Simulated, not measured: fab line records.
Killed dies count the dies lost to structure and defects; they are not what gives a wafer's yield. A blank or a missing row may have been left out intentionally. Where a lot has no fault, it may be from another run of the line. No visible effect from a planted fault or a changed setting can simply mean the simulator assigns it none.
fab line records ; flow sky130
record lots=6; wafers=18; lastDay=49
route steps=708 shown SD_N@350 SD_P@359 RES_XHIGH@360 SALICIDE@361 LI_CONTACT@362 PAD_OPEN@708
lots with no fault: from the same line, run without faults
startH: hours from the record's first day to the start of the lot's first wafer shown ; waitH: how many hours have passed since the lot's step before this one ; " as in the row above ; L1.1+2: a row that stands for several wafers ; - no value, or no start was given ; * or withheld: withheld ; < > ~ a bound
route shown NAME@n: names a module that has steps shown in the file, with the first one's number in the route ; usual: mean/standard deviation taken from wafers without a fault ; same: alike in all rows ; chamber/n: place in a boat ; sites: each site's reading ; _std_site: their standard deviation ; _edge_site: inner sites' mean taken away from outer sites' mean ; radiusMm: how far each site lies from the wafer's centre ; mask NAME#n: copy n ; behind: the tool/chamber that last shaped the wafer ; hold: what put the lot on hold/how long, in hours/how the hold closed ; device: names the non-switching transistor (n, p or np) ; end of line: the route-end tests of the same wafers ; a step with no rows: only its recipe ; killed: dies that structure and defects cost at the first sort, which is not the same as the wafer's yield ; map: shows each die of a wafer: x if killed, . if not, _ if none is there
set.NAME: the setting that was run; set.NAME@STEP: the one run at that earlier step ; model.NAME: the simulator's own value behind a step, which no gauge read
lots seen at some steps along the route; tables by step, rows by wafer
services: a tool's chamber out of use, with start hour (startH, from the record's first day; less than 0 if before it), hours out, and reason
## steps
# step SKY_SD_N_OVL_MEAS_08
# usual SD_N_OVL=-0.8/1.7
lot.wafer;tool;chamber;startH;waitH;SD_N_OVL[nm]
L936.1;overlay-02;-;690.69;0.1;2.1
L936.3;overlay-02;-;690.69;0.1;4.3
L936.5;overlay-02;-;690.69;0.1;3.0
L938.1;overlay-01;-;705.73;0.1;2.7
L938.4;overlay-01;-;705.73;0.1;-0.7
L938.5;overlay-01;-;705.73;0.1;1.0
L941.3;overlay-01;-;729.80;0.1;-0.9
L941.5;overlay-01;-;729.80;0.1;-1.8
L941.6;overlay-01;-;729.80;0.1;1.3
L942.1;overlay-02;-;746.91;0.1;-1.6
L942.3;overlay-02;-;746.91;0.1;-3.3
L942.4;overlay-02;-;746.91;0.1;-2.3
L944.1;overlay-02;-;754.99;0.1;-0.6
L944.3;overlay-02;-;754.99;0.1;-0.2
L944.6;overlay-02;-;754.99;0.1;-0.3
L949.2;overlay-02;-;792.87;0.1;-1.3
L949.3;overlay-02;-;792.87;0.1;-2.6
L949.5;overlay-02;-;792.87;0.1;0.4
# step SKY_SD_N_IMPLANT_09
# recipe species=As; energyKev=50; doseCm2=4e+15; tiltDeg=0
# step SKY_SD_N_IMPLANT_10
# recipe species=P; energyKev=20; doseCm2=1e+14; tiltDeg=0
# step SKY_SD_N_STRIP_11
# recipe chemistry=O2/N2; powerW=1400; pressureMtorr=1500; platenTempC=withheld; o2FlowSccm=3000; n2FlowSccm=300; overashFraction=0.5
# usual drypumpMotorCurrentA=5.3/0.32; oesProductAu=0.527/0.0047; stripTimeToEndpointS=22.54/0.053
lot.wafer;tool;chamber;startH;waitH;drypumpMotorCurrentA;oesProductAu;rfHoursCounterH;stripTimeToEndpointS
L936.1;plasmaAsher-01;1;691.03;0.1;5.4;0.516;28;22.42
L936.3;plasmaAsher-01;1;691.03;0.1;5.4;0.524;-;22.42
L936.5;plasmaAsher-01;0;691.03;0.1;4.8;0.523;-;22.42
L938.1;plasmaAsher-01;0;706.07;0.1;4.8;0.531;30;22.60
L938.4;plasmaAsher-01;1;706.07;0.1;5.5;0.531;-;22.47
L938.5;plasmaAsher-01;1;706.07;0.1;5.5;0.528;-;22.51
L941.3;plasmaAsher-02;0;730.16;0.1;5.6;0.526;-;22.58
L941.5;plasmaAsher-02;0;730.16;0.1;5.6;0.522;-;22.58
L941.6;plasmaAsher-02;1;730.16;0.1;5.8;0.527;-;22.61
L942.1;plasmaAsher-02;1;747.24;0.1;5.7;0.519;63;22.56
L942.3;plasmaAsher-02;0;747.24;0.1;5.6;0.538;-;22.54
L942.4;plasmaAsher-02;1;747.24;0.1;5.7;0.526;-;22.55
L944.1;plasmaAsher-01;1;755.33;0.1;5.5;0.524;36;22.62
L944.3;plasmaAsher-01;0;755.33;0.1;4.8;0.531;-;22.61
L944.6;plasmaAsher-01;1;755.33;0.1;5.5;0.529;-;22.65
L949.2;plasmaAsher-04;0;793.20;0.1;5.1;0.530;85;22.67
L949.3;plasmaAsher-04;1;793.20;0.1;5.3;0.527;-;22.62
L949.5;plasmaAsher-04;1;793.20;0.1;5.3;0.521;-;22.66
# step SKY_SD_N_TW_MEAS_12
# usual SD_N_TW=3934/39
lot.wafer;tool;chamber;startH;waitH;SD_N_TW
L936.1;filmMetro-01;-;691.13;0.1;3920
L936.3;filmMetro-01;-;691.13;0.1;3943
L936.5;filmMetro-01;-;691.13;0.1;3924
L938.1;filmMetro-03;-;706.17;0.1;3923
L938.4;filmMetro-03;-;706.17;0.1;3925
L938.5;filmMetro-03;-;706.17;0.1;3918
L941.3;filmMetro-03;-;730.25;0.1;3946
L941.5;filmMetro-03;-;730.25;0.1;3949
L941.6;filmMetro-03;-;730.25;0.1;3966
L942.1;filmMetro-01;-;747.34;0.1;3893
L942.3;filmMetro-01;-;747.34;0.1;3895
L942.4;filmMetro-01;-;747.34;0.1;3896
L944.1;filmMetro-01;-;755.43;0.1;3912
L944.3;filmMetro-01;-;755.43;0.1;3895
L944.6;filmMetro-01;-;755.43;0.1;3912
L949.2;filmMetro-03;-;793.31;0.1;3934
L949.3;filmMetro-03;-;793.31;0.1;3931
L949.5;filmMetro-03;-;793.31;0.1;3942
# step SKY_SD_N_CLEAN_13
# recipe chemistry=SC1/SC2; mix=1:4:20; tempC=70; timeS=150; dry=n2Spin
# step SKY_SD_N_RTA_14
# recipe tempC=1075; timeS=2; idleTempC=650; rampUpCPerS=150; rampDownCPerS=90; ambient=N2
# usual chamberO2Ppm=2.000/0.021; lampPowerPct=15.73/0.054; wafer_temp_C_max=1078.2/1.2
lot.wafer;tool;chamber;startH;waitH;chamberO2Ppm;lampPowerPct;wafer_temp_C_max
L936.1;rtpAnneal-02;0;691.24;0.0;2.025;15.69;1082.8
L936.3;rtpAnneal-02;0;691.24;0.0;2.035;15.73;1077.5
L936.5;rtpAnneal-02;0;691.24;0.0;2.014;15.77;1078.3
L938.1;rtpAnneal-02;0;706.28;0.0;2.001;15.69;1078.1
L938.4;rtpAnneal-02;0;706.28;0.0;1.991;15.75;1078.8
L938.5;rtpAnneal-02;0;706.28;0.0;1.980;15.81;1077.6
L941.3;rtpAnneal-01;0;730.36;0.0;1.990;15.68;1078.0
L941.5;rtpAnneal-01;0;730.36;0.0;1.996;15.70;1078.6
L941.6;rtpAnneal-01;0;730.36;0.0;1.990;15.67;1076.9
L942.1;rtpAnneal-02;0;747.45;0.0;1.970;15.77;1077.9
L942.3;rtpAnneal-02;0;747.45;0.0;2.014;15.79;1079.2
L942.4;rtpAnneal-02;0;747.45;0.0;1.967;15.82;1079.9
L944.1;rtpAnneal-02;0;755.54;0.0;1.983;15.70;1078.1
L944.3;rtpAnneal-02;0;755.54;0.0;2.021;15.72;1077.7
L944.6;rtpAnneal-02;0;755.54;0.0;2.018;15.79;1075.9
L949.2;rtpAnneal-01;0;793.43;0.0;2.009;15.70;1078.4
L949.3;rtpAnneal-01;0;793.43;0.0;2.007;15.79;1074.8
L949.5;rtpAnneal-01;0;793.43;0.0;2.000;15.72;1079.3
# step SKY_SD_N_RS_MEAS_16
# recipe thkMeasGauge=four-point-probe
# usual SD_N_RS=68.61/0.16
lot.wafer;tool;chamber;startH;waitH;SD_N_RS[ohm/sq]
L936.1;filmMetro-01;-;691.41;0.1;68.63
L936.3;filmMetro-01;-;691.41;0.1;68.82
L936.5;filmMetro-01;-;691.41;0.1;68.56
L938.1;filmMetro-03;-;706.46;0.1;68.80
L938.4;filmMetro-03;-;706.46;0.1;68.83
L938.5;filmMetro-03;-;706.46;0.1;68.68
L941.3;filmMetro-03;-;730.56;0.1;68.70
L941.5;filmMetro-03;-;730.56;0.1;68.75
L941.6;filmMetro-03;-;730.56;0.1;68.65
L942.1;filmMetro-01;-;747.63;0.1;68.54
L942.3;filmMetro-01;-;747.63;0.1;68.53
L942.4;filmMetro-01;-;747.63;0.1;68.50
L944.1;filmMetro-02;-;755.71;0.1;68.30
L944.3;filmMetro-02;-;755.71;0.1;68.38
L944.6;filmMetro-02;-;755.71;0.1;68.22
L949.2;filmMetro-01;-;793.61;0.1;68.61
L949.3;filmMetro-01;-;793.61;0.1;68.64
L949.5;filmMetro-01;-;793.61;0.1;68.63
# step SKY_SD_N_RS_MEAS_17
# recipe thkMeasGauge=four-point-probe
# usual SD_P_RS=147.2/0.43
lot.wafer;tool;chamber;startH;waitH;SD_P_RS[ohm/sq]
L936.1;filmMetro-01;-;691.53;0.1;147.5
L936.3;filmMetro-01;-;691.53;0.1;147.7
L936.5;filmMetro-01;-;691.53;0.1;147.1
L938.1;filmMetro-03;-;706.58;0.1;147.6
L938.4;filmMetro-03;-;706.58;0.1;147.2
L938.5;filmMetro-03;-;706.58;0.1;147.7
L941.3;filmMetro-03;-;730.68;0.1;147.6
L941.5;filmMetro-03;-;730.68;0.1;147.6
L941.6;filmMetro-03;-;730.68;0.1;147.6
L942.1;filmMetro-01;-;747.75;0.1;147.0
L942.3;filmMetro-01;-;747.75;0.1;146.9
L942.4;filmMetro-01;-;747.75;0.1;146.6
L944.1;filmMetro-02;-;755.83;0.1;146.3
L944.3;filmMetro-02;-;755.83;0.1;146.6
L944.6;filmMetro-02;-;755.83;0.1;146.6
L949.2;filmMetro-01;-;793.73;0.1;147.4
L949.3;filmMetro-01;-;793.73;0.1;147.3
L949.5;filmMetro-01;-;793.73;0.1;147.8
# step SKY_SD_N_RS_MEAS_18
# recipe thkMeasGauge=four-point-probe
# usual RES_XHIGH_RS=333.3/1.4
lot.wafer;tool;chamber;startH;waitH;RES_XHIGH_RS[ohm/sq]
L936.1;filmMetro-01;-;691.65;0.1;333.9
L936.3;filmMetro-01;-;691.65;0.1;333.3
L936.5;filmMetro-01;-;691.65;0.1;333.4
L938.1;filmMetro-03;-;706.70;0.1;333.9
L938.4;filmMetro-03;-;706.70;0.1;335.2
L938.5;filmMetro-03;-;706.70;0.1;334.5
L941.3;filmMetro-03;-;730.80;0.1;332.9
L941.5;filmMetro-03;-;730.80;0.1;334.0
L941.6;filmMetro-03;-;730.80;0.1;334.2
L942.1;filmMetro-01;-;747.87;0.1;332.9
L942.3;filmMetro-01;-;747.87;0.1;333.5
L942.4;filmMetro-01;-;747.87;0.1;334.6
L944.1;filmMetro-02;-;755.95;0.1;333.7
L944.3;filmMetro-02;-;755.95;0.1;331.8
L944.6;filmMetro-02;-;755.95;0.1;333.6
L949.2;filmMetro-01;-;793.85;0.1;332.6
L949.3;filmMetro-01;-;793.85;0.1;332.6
L949.5;filmMetro-01;-;793.85;0.1;332.1
# step SKY_SALICIDE_CLEAN_00
# recipe chemistry=HF-last; timeS=30; dilution=100:1; dry=ipaMarangoni
# step SKY_LI_CONTACT_HDPCVD_00
# recipe material=PSG; targetThkNm=930; sigmaOpenFrac=0.3; timeS=155; tempC=600; sih4FlowSccm=60; pressureMtorr=6
# usual pressureMtorr=5.999/0.012
lot.wafer;tool;chamber;startH;waitH;pressureMtorr;model.PSG_of_LI_CONTACT_HDPCVD_00.thkNm
L936.1;hdpcvd-02;1;691.81;0.0;6.012;929.8
L936.3;hdpcvd-02;0;691.81;0.0;5.990;932.7
L936.5;hdpcvd-02;2;691.81;0.0;5.997;932.4
L938.1;hdpcvd-01;0;706.84;0.0;5.987;926.1
L938.4;hdpcvd-01;1;706.84;0.0;6.006;949.7
L938.5;hdpcvd-01;0;706.84;0.0;5.997;943.5
L941.3;hdpcvd-01;1;730.90;0.0;6.011;935.5
L941.5;hdpcvd-01;2;730.90;0.0;5.998;669.4
L941.6;hdpcvd-01;1;730.90;0.0;5.994;923.3
L942.1;hdpcvd-01;0;748.00;0.0;5.983;689.6
L942.3;hdpcvd-01;1;748.00;0.0;5.984;936.7
L942.4;hdpcvd-01;1;748.00;0.0;6.010;935.7
L944.1;hdpcvd-02;1;756.09;0.0;5.980;920
L944.3;hdpcvd-02;0;756.09;0.0;6.016;924.5
L944.6;hdpcvd-02;1;756.09;0.0;5.987;939
L949.2;hdpcvd-02;2;793.97;0.0;5.997;917.7
L949.3;hdpcvd-02;1;793.97;0.0;5.992;930.3
L949.5;hdpcvd-02;1;793.97;0.0;5.997;936.3
# step SKY_LI_CONTACT_THK_MEAS_01
# recipe reads=PSG_of_LI_CONTACT_HDPCVD_00
# usual LI_CONTACT_HDPCVD_THK=928/8
lot.wafer;tool;chamber;startH;waitH;LI_CONTACT_HDPCVD_THK[nm]
L936.1;filmMetro-01;-;691.91;0.1;929
L936.3;filmMetro-01;-;691.91;0.1;932
L936.5;filmMetro-01;-;691.91;0.1;932
L938.1;filmMetro-01;-;706.94;0.1;926
L938.4;filmMetro-01;-;706.94;0.1;950
L938.5;filmMetro-01;-;706.94;0.1;943
L941.3;filmMetro-01;-;731.02;0.1;936
L941.5;filmMetro-01;-;731.02;0.1;669
L941.6;filmMetro-01;-;731.02;0.1;923
L942.1;filmMetro-03;-;748.11;0.1;690
L942.3;filmMetro-03;-;748.11;0.1;937
L942.4;filmMetro-03;-;748.11;0.1;935
L944.1;filmMetro-02;-;756.19;0.1;921
L944.3;filmMetro-02;-;756.19;0.1;924
L944.6;filmMetro-02;-;756.19;0.1;939
L949.2;filmMetro-03;-;794.08;0.1;918
L949.3;filmMetro-03;-;794.08;0.1;930
L949.5;filmMetro-03;-;794.08;0.1;936
# step SKY_LI_CONTACT_CMP_02
# recipe material=PSG; downForcePsi=4; platenRpm=60; padVelocityMS=0.94248
# usual motorCurrentA=12.6/1.3; timeToEndpointS=32.0/2.4
lot.wafer;tool;chamber;startH;waitH;motorCurrentA;timeToEndpointS
L936.1;cmp-02;0;692.02;0.1;13.4;34.0
L936.3;cmp-02;1;692.02;0.1;15.2;32.1
L936.5;cmp-02;0;692.02;0.1;12.6;32.7
L938.1;cmp-01;1;707.05;0.1;12.9;36.4
L938.4;cmp-01;3;707.05;0.1;13.0;36.9
L938.5;cmp-01;0;707.05;0.1;12.0;36.0
L941.3;cmp-01;1;731.06;0.0;11.7;32.9
L941.6;cmp-01;1;731.06;0.0;12.3;33.8
L941.5;cmp-01;2;731.06;0.0;10.6;6.3
L942.4;cmp-02;0;748.22;0.1;13.8;33.0
L942.3;cmp-02;1;748.22;0.1;14.0;34.9
L942.1;cmp-02;2;748.22;0.1;12.2;10.1
L944.1;cmp-02;3;756.64;0.4;11.7;32.9
L944.3;cmp-02;0;756.64;0.4;13.7;30.3
L944.6;cmp-02;1;756.64;0.4;14.4;34.3
L949.3;cmp-02;2;794.23;0.1;12.5;30.1
L949.2;cmp-02;3;794.23;0.1;12.2;30.9
L949.5;cmp-02;1;794.23;0.1;14.8;32.7
# step SKY_LI_CONTACT_BOW_MEAS_03
# recipe mode=bow
# usual LI_CONTACT_BOW=56/7.7
lot.wafer;tool;chamber;startH;waitH;LI_CONTACT_BOW[um]
L936.1;filmMetro-03;-;692.27;0.2;57
L936.3;filmMetro-03;-;692.27;0.2;45
L936.5;filmMetro-03;-;692.27;0.2;61
L938.1;filmMetro-01;-;707.30;0.2;56
L938.4;filmMetro-01;-;707.30;0.2;59
L938.5;filmMetro-01;-;707.30;0.2;62
L941.3;filmMetro-02;-;731.40;0.3;38
L941.5;filmMetro-02;-;731.40;0.3;65
L941.6;filmMetro-02;-;731.40;0.3;55
L942.1;filmMetro-01;-;748.47;0.1;51
L942.3;filmMetro-01;-;748.47;0.1;59
L942.4;filmMetro-01;-;748.47;0.1;46
L944.1;filmMetro-01;-;756.84;0.1;60
L944.3;filmMetro-01;-;756.84;0.1;66
L944.6;filmMetro-01;-;756.84;0.1;47
L949.2;filmMetro-01;-;794.45;0.1;44
L949.3;filmMetro-01;-;794.45;0.1;46
L949.5;filmMetro-01;-;794.45;0.1;47
# step SKY_PAD_OPEN_PROBE_99
# usual killed_at_M0_to_M3=44/6.8; killed_at_M4_up=3.4/2; killedAtContacts=24/5.2; killedAtFrontEnd=15/5.2; killedAtOther=0.2/0.46; killedDies=87/9.8; killedOpen=47/7.5; killedShort=39/6.8
# same grossDies=492; killedAtBackSide=0
lot.wafer;tool;chamber;startH;waitH;killed_at_M0_to_M3;killed_at_M4_up;killedAtContacts;killedAtFrontEnd;killedAtOther;killedDies;killedOpen;killedShort
L938.1;prober-01;-;1119.72;0.1;49;2;29;11;0;91;49;42
L938.4;prober-01;-;1119.87;0.2;44;1;29;15;0;89;43;46
L938.5;prober-01;-;1119.92;0.2;47;2;23;12;0;84;46;38
L949.5;prober-02;-;1178.55;0.2;49;4;21;24;1;99;54;45
# killed by level:class
L938.1 VIA2:geometricParticle:open=11 VIA1:geometricParticle:open=9 CONTACT:geometricParticle:open=7 CONTACT:geometricParticle:short=7 METAL1:geometricParticle:short=7 LI_CONTACT:geometricParticle:open=6 LOCAL_INTERCONNECT:geometricParticle:short=5 METAL2:geometricParticle:short=5
L938.4 VIA2:geometricParticle:open=9 VIA3:geometricParticle:open=9 METAL2:geometricParticle:short=7 CONTACT:geometricParticle:short=7 LI_CONTACT:geometricParticle:open=7 VIA1:geometricParticle:open=6 LOCAL_INTERCONNECT:geometricParticle:short=5 CONTACT:geometricParticle:open=5
L938.5 VIA1:geometricParticle:open=9 CONTACT:geometricParticle:open=8 METAL1:geometricParticle:short=8 VIA3:geometricParticle:open=7 METAL2:geometricParticle:short=6 VIA2:geometricParticle:open=6 CONTACT:geometricParticle:short=5 LI_CONTACT:geometricParticle:open=4
L949.5 VIA3:geometricParticle:open=10 FIELD_ISO:geometricParticle:open=9 VIA1:geometricParticle:open=9 VIA2:geometricParticle:open=7 FIELD_ISO:geometricParticle:short=6 LI_CONTACT:geometricParticle:open=6 METAL1:geometricParticle:short=6 VIA1:geometricParticle:short=6
## services
tool;chamber;startH;hours;kind
cmp-01;-;677.88;2.2;repair
plasmaAsher-02;-;683.55;4.7;repair
cmp-01;-;684.19;7.0;pm
plasmaAsher-02;-;685.46;1.5;repair
cmp-02;-;718.30;0.8;repair
plasmaAsher-04;-;723.89;4.9;repair
cmp-01;-;732.19;3.5;repair
cmp-02;-;744.03;4.0;pm
plasmaAsher-04;-;744.11;8.0;repair
cmp-02;-;748.03;-;consumableReplace:conditioner
cmp-02;-;748.03;-;consumableReplace:pad
cmp-01;-;762.10;1.5;repair
plasmaAsher-04;-;770.23;3.6;repair
## key
firstSign step=SKY_LI_CONTACT_THK_MEAS_01; reading=LI_CONTACT_HDPCVD_THK; direction=down; sigmas=31; usual=928; struck=680
effect step=SKY_LI_CONTACT_CMP_02; reading=timeToEndpointS; direction=down; sigmas=10; usual=*; struck=*
modelEffect step=SKY_LI_CONTACT_HDPCVD_00; value=PSG_of_LI_CONTACT_HDPCVD_00.thkNm; without=927.9; struck=679.5
metAt SKY_LI_CONTACT_HDPCVD_00
struckWafers L941.5,L942.1
testerLeftOut L941,L942
onsetBetween 706.84 730.90
fault kind=processParameterDrift; tool=hdpcvd-01; chamber=-; onsetH=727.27; steps=SKY_LI_CONTACT_HDPCVD_00; channel=targetThkNm; offset=-248.4; shape=step; endH=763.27; scope=struckWafersOnly; actsIn=theseRecipesOnly; stated=930
# testerLeftOut: of these lots the tester's yield and bins aren't shown, on N5 and GAA mostly nor the transistor test; their killed dies are dies lost to structure and defects alone, not to doping, threshold or leakage, so they don't give the yield
